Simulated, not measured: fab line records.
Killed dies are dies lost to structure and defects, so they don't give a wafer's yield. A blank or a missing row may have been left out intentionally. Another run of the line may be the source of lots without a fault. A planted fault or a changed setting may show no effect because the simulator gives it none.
fab line records	flow gf180mcu
record lots=14	wafers=42	lastDay=34
route steps=602 shown DNWELL@39 CONTACT@311 M1@331
lots untouched by any fault: they come from a run of this same line in which no faults occurred
startH: hours from the record's first day to the start of the lot's first wafer shown	waitH: time in hours since the lot's previous step	" identical to the entry in the row above	L1.1+2: several wafers, shown together as one row	- no value, or no start was given	* or withheld: withheld	< > ~ a bound
route shown NAME@n: names a module that has steps shown in the file, with the first one's number in the route	usual: mean/standard deviation taken from wafers without a fault	same: alike in all rows	chamber/n: place in a boat	sites: the reading at each site	_std_site: their standard deviation	_edge_site: the outer-site mean with the inner-site mean subtracted	radiusMm: for every site, how far away it sits from the centre of the wafer	mask NAME#n: copy n	behind: the last tool/chamber to shape the wafer	hold: what put the lot on hold/how long, in hours/how the hold closed	device: whichever transistor did not switch (one of n, p or np)	end of line: tests of these same wafers at the route's end	step lacking rows: just its recipe	killed: not the wafer's yield, but the dies lost to structure and defects at the first sort	map: a wafer's dies, marking killed ones x, the rest . and places with no die _
set.NAME: the setting that was run; set.NAME@STEP: the one run at that earlier step	model.NAME: the simulator's own value behind a step, which no gauge read
one table for each step of the route and one row for each wafer, over a sample of lots
services: a tool's chamber out of use, with start hour (startH, from the record's first day; less than 0 if before it), hours out, and reason
## steps
# step GF_DNWELL_IMPLANT_07
# recipe species=P	energyKev=1500	doseCm2=1e+13	tiltDeg=0
# usual beamEnergyKeV=1500.1/0.58	doseIonsCm2=9.999e+12/1e+10
lot.wafer	tool	chamber	startH	waitH	beamEnergyKeV	doseIonsCm2
L663.3	implanter-03	0	50.78	-	1500.4	1.0003e+13
L663.4	"	0	"	"	1500.2	1.0009e+13
L663.6	"	0	"	"	1500.3	1.0002e+13
L664.1	implanter-04	0	50.95	-	1499.5	9.991e+12
L664.2	"	0	"	"	1499.3	9.991e+12
L664.5	"	0	"	"	1499.2	9.979e+12
L665.2	implanter-03	0	57.82	-	1500.5	1.0007e+13
L665.5	"	0	"	"	1500.8	1.0006e+13
L665.6	"	0	"	"	1499.7	1.0005e+13
L666.2	implanter-04	0	63.92	-	1500.5	1.0004e+13
L666.3	"	0	"	"	1500.4	1.0021e+13
L666.5	"	0	"	"	1500.4	9.999e+12
L667.1	implanter-02	0	66.28	-	1500.2	1.0005e+13
L667.4	"	0	"	"	1500.9	1.0002e+13
L667.6	"	0	"	"	1500.4	1.0001e+13
L668.3	implanter-02	0	70.75	-	1500.7	1.0011e+13
L668.4	"	0	"	"	1500.0	9.986e+12
L668.5	"	0	"	"	1500.5	9.985e+12
L669.1	implanter-03	0	76.18	-	1499.7	9.987e+12
L669.5	"	0	"	"	1499.3	1.0007e+13
L669.6	"	0	"	"	1499.8	9.972e+12
L670.2	implanter-03	0	79.65	-	1500.3	9.997e+12
L670.3	"	0	"	"	1500.4	9.985e+12
L670.4	"	0	"	"	1500.2	9.993e+12
L671.3	implanter-02	0	87.60	-	1498.9	1.0003e+13
L671.4	"	0	"	"	1499.8	1.0002e+13
L671.5	"	0	"	"	1499.8	1.0006e+13
L673.2	implanter-02	0	98.42	-	1499.8	1e+13
L673.3	"	0	"	"	1500.1	1.0017e+13
L673.4	"	0	"	"	1501.1	9.998e+12
L679.1	implanter-03	0	125.82	-	1612.9	1.0014e+13
L679.2	"	0	"	"	1612.6	9.997e+12
L679.4	"	0	"	"	1613.0	1.0011e+13
L681.1	implanter-03	0	137.18	-	1613.1	9.994e+12
L681.2	"	0	"	"	1613.2	1.0006e+13
L681.5	"	0	"	"	1611.9	1.0002e+13
L683.1	implanter-04	0	149.47	-	1500.0	1.0021e+13
L683.2	"	0	"	"	1499.9	9.998e+12
L683.4	"	0	"	"	1500.0	9.996e+12
L686.1	implanter-04	0	164.50	-	1500.7	9.992e+12
L686.2	"	0	"	"	1499.7	1.0006e+13
L686.5	"	0	"	"	1501.2	9.99e+12
# step GF_CONTACT_CVD_24
# recipe material=W	targetThkNm=300	timeS=90.339	tempC=400	pressureTorr=40
# usual heaterPowerW=773/41
lot.wafer	tool	chamber	startH	waitH	heaterPowerW
L663.3	cvdW-01	1	377.46	0.1	747
L663.4	"	0	"	"	814
L663.6	"	0	"	"	824
L664.1	cvdW-01	1	377.77	0.0	741
L664.2	"	0	"	"	809
L664.5	"	0	"	"	846
L665.2	cvdW-02	1	389.86	0.0	789
L665.5	"	1	"	"	778
L665.6	"	0	"	"	814
L666.2	cvdW-01	1	396.87	0.0	739
L666.3	"	1	"	"	742
L666.5	"	1	"	"	751
L667.1	cvdW-01	0	402.69	0.0	831
L667.4	"	0	"	"	827
L667.6	"	0	"	"	829
L668.3	cvdW-01	0	404.28	0.1	819
L668.4	"	1	"	"	747
L668.5	"	1	"	"	748
L669.1	cvdW-02	0	417.51	0.0	769
L669.5	"	1	"	"	733
L669.6	"	0	"	"	789
L670.2	cvdW-02	1	424.34	0.0	753
L670.3	"	0	"	"	775
L670.4	"	1	"	"	720
L671.3	cvdW-02	1	438.07	0.1	738
L671.4	"	0	"	"	784
L671.5	"	1	"	"	712
L673.2	cvdW-01	1	460.30	0.0	734
L673.3	"	1	"	"	744
L673.4	"	0	"	"	833
L679.1	cvdW-01	0	502.46	0.0	832
L679.2	"	1	"	"	736
L679.4	"	0	"	"	819
L681.1	cvdW-01	0	518.82	0.1	840
L681.2	"	1	"	"	732
L681.5	"	0	"	"	844
L683.1	cvdW-01	1	537.19	0.0	739
L683.2	"	0	"	"	812
L683.4	"	0	"	"	831
L686.1	cvdW-02	1	559.85	0.0	745
L686.2	"	0	"	"	792
L686.5	"	0	"	"	786
# step GF_CONTACT_THK_MEAS_26
# recipe thkMeasGauge=xrf	reads=W_of_CONTACT_CVD_24
# usual CONTACT_W_THK=303/4.4
lot.wafer	tool	chamber	startH	waitH	CONTACT_W_THK[nm]
L663.3	filmMetro-04	-	377.67	0.1	301
L663.4	"	-	"	"	310
L663.6	"	-	"	"	310
L664.1	filmMetro-02	-	377.99	0.1	306
L664.2	"	-	"	"	310
L664.5	"	-	"	"	309
L665.2	filmMetro-02	-	390.09	0.1	304
L665.5	"	-	"	"	306
L665.6	"	-	"	"	305
L666.2	filmMetro-02	-	397.10	0.1	304
L666.3	"	-	"	"	309
L666.5	"	-	"	"	309
L667.1	filmMetro-04	-	402.91	0.1	306
L667.4	"	-	"	"	311
L667.6	"	-	"	"	307
L668.3	filmMetro-02	-	404.48	0.1	313
L668.4	"	-	"	"	306
L668.5	"	-	"	"	308
L669.1	filmMetro-01	-	417.73	0.1	297
L669.5	"	-	"	"	305
L669.6	"	-	"	"	304
L670.2	filmMetro-02	-	424.57	0.1	305
L670.3	"	-	"	"	301
L670.4	"	-	"	"	301
L671.3	filmMetro-02	-	438.28	0.1	300
L671.4	"	-	"	"	298
L671.5	"	-	"	"	298
L673.2	filmMetro-02	-	460.53	0.1	301
L673.3	"	-	"	"	301
L673.4	"	-	"	"	305
L679.1	filmMetro-04	-	502.68	0.1	306
L679.2	"	-	"	"	301
L679.4	"	-	"	"	309
L681.1	filmMetro-04	-	519.04	0.1	306
L681.2	"	-	"	"	302
L681.5	"	-	"	"	302
L683.1	filmMetro-02	-	537.41	0.1	307
L683.2	"	-	"	"	312
L683.4	"	-	"	"	312
L686.1	filmMetro-01	-	560.07	0.1	297
L686.2	"	-	"	"	296
L686.5	"	-	"	"	296
# step GF_M1_METAL_ETCH_16
# recipe chemistry=Cl2/BCl3	maskMaterial=KrF	targetDepthNm=750.8	stopOn=SiO2	pressureMtorr=8	icpW=800	biasW=140	Cl2_flow_sccm=80	bcl3FlowSccm=40	timeS=125.1
# usual drypumpMotorCurrentA=5.79/0.29	heBacksideLeakSccm=3.45/0.15	oesProductAu=0.990/0.0057	throttleValvePct=28.230/0.011
lot.wafer	tool	chamber	startH	waitH	drypumpMotorCurrentA	heBacksideLeakSccm	oesProductAu	rfHoursCounterH	throttleValvePct
L663.3	rieMetal-01	1	401.36	0.1	5.54	3.18	0.994	-	28.241
L663.4	"	0	"	"	6.20	3.34	0.988	-	28.226
L663.6	"	1	"	"	5.58	3.36	0.997	-	28.234
L664.1	rieMetal-03	1	402.48	0.0	5.82	3.28	0.987	9	28.225
L664.2	"	0	"	"	6.16	3.34	0.984	11	28.227
L664.5	"	0	"	"	6.13	3.39	0.986	-	28.245
L665.2	rieMetal-04	1	414.63	0.0	5.38	3.38	0.985	11	28.229
L665.5	"	0	"	"	5.65	3.50	0.994	-	28.230
L665.6	"	1	"	"	5.35	3.37	0.986	-	28.230
L666.2	rieMetal-01	0	421.42	0.0	6.22	3.37	0.992	3	28.237
L666.3	"	0	"	"	6.21	3.35	0.983	-	28.228
L666.5	"	0	"	"	6.23	3.77	0.988	-	28.226
L667.1	rieMetal-04	1	427.12	0.0	5.38	3.39	0.987	12	28.232
L667.4	"	1	"	"	5.38	3.48	0.991	-	28.247
L667.6	"	1	"	"	5.37	3.46	0.986	-	28.239
L668.3	rieMetal-03	1	429.23	0.1	5.86	3.30	0.990	-	28.255
L668.4	"	0	"	"	6.14	3.64	0.984	-	28.250
L668.5	"	1	"	"	5.84	3.39	0.981	-	28.210
L669.1	rieMetal-03	0	442.73	0.0	6.17	3.52	0.987	12	28.238
L669.5	"	1	"	"	5.84	3.23	0.989	-	28.224
L669.6	"	0	"	"	6.15	3.54	0.990	-	28.220
L670.2	rieMetal-04	0	450.51	0.1	5.65	3.70	1.006	-	28.214
L670.3	"	0	"	"	5.64	3.46	0.994	-	28.226
L670.4	"	0	"	"	5.66	3.66	0.994	-	28.211
L671.3	rieMetal-03	1	464.20	0.1	5.86	3.29	0.991	-	28.238
L671.4	"	1	"	"	5.85	3.49	0.985	-	28.232
L671.5	"	1	"	"	5.89	3.56	0.998	-	28.215
L673.2	rieMetal-01	0	484.92	0.0	6.20	3.70	0.997	5	28.235
L673.3	"	1	"	"	5.56	3.19	0.995	-	28.225
L673.4	"	0	"	"	6.20	3.65	0.989	-	28.224
L679.1	rieMetal-04	0	526.18	0.0	5.66	3.45	0.989	6	28.226
L679.2	"	1	"	"	5.37	3.43	0.990	1	28.225
L679.4	"	0	"	"	5.65	3.49	0.984	-	28.239
L681.1	rieMetal-04	0	542.53	0.0	5.65	3.67	0.996	7	28.235
L681.2	"	1	"	"	5.36	3.38	0.985	2	28.221
L681.5	"	0	"	"	5.66	3.63	1.000	-	28.228
L683.1	rieMetal-04	0	560.16	0.0	5.68	3.59	0.995	7	28.219
L683.2	"	1	"	"	5.38	3.48	0.996	2	28.223
L683.4	"	0	"	"	5.67	3.62	0.997	-	28.236
L686.1	rieMetal-04	1	582.91	0.0	5.39	3.40	0.982	3	28.236
L686.2	"	0	"	"	5.68	3.66	0.990	8	28.225
L686.5	"	1	"	"	5.39	3.29	0.987	-	28.237
## services
tool	chamber	startH	hours	kind
implanter-02	-	40.51	9.2	repair
rieMetal-04	-	62.73	2.8	pm
cvdW-02	-	67.45	1.0	repair
rieMetal-03	0	90.40	18.0	repair
implanter-03	-	115.35	1.7	repair
rieMetal-04	-	160.29	0.4	repair
cvdW-01	1	162.67	11.3	repair
implanter-03	-	191.61	3.4	repair
cvdW-01	-	266.24	6.9	pm
implanter-03	-	272.40	6.3	pm
implanter-03	-	296.96	4.3	pm
rieMetal-04	1	312.89	6.3	repair
cvdW-01	1	362.26	6.1	repair
cvdW-02	0	369.08	2.4	repair
cvdW-02	-	390.00	14.0	pm
implanter-03	-	418.82	5.2	repair
cvdW-01	-	435.58	14.6	pm
cvdW-02	-	443.34	0.5	repair
cvdW-01	-	468.14	2.8	pm
cvdW-02	-	493.82	0.8	repair
implanter-03	-	502.35	5.6	repair
cvdW-02	-	518.06	10.2	repair
implanter-03	-	526.86	1.9	repair
implanter-03	-	542.90	1.2	repair
## key
firstSign step=GF_DNWELL_IMPLANT_07	reading=beamEnergyKeV	direction=up	sigmas=99+	usual=1500.1	struck=1612.8
effect none on later readings
metAt GF_DNWELL_IMPLANT_07
struckLots L679,L681
testerLeftOut L679,L681
notActingAt GF_CONTACT_CVD_24,GF_CONTACT_THK_MEAS_26,GF_M1_METAL_ETCH_16
onsetBetween 79.65 125.82
fault kind=processParameterDrift	tool=implanter-03	chamber=-	onsetH=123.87	steps=GF_DNWELL_IMPLANT_07	channel=energyKev	offset=113.04	shape=step	endH=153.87	actsIn=theseRecipesOnly	stated=1500
# testerLeftOut: of these lots the tester's yield and bins aren't shown, on N5 and GAA mostly nor the transistor test; their killed dies are dies lost to structure and defects alone, not to doping, threshold or leakage, so they don't give the yield
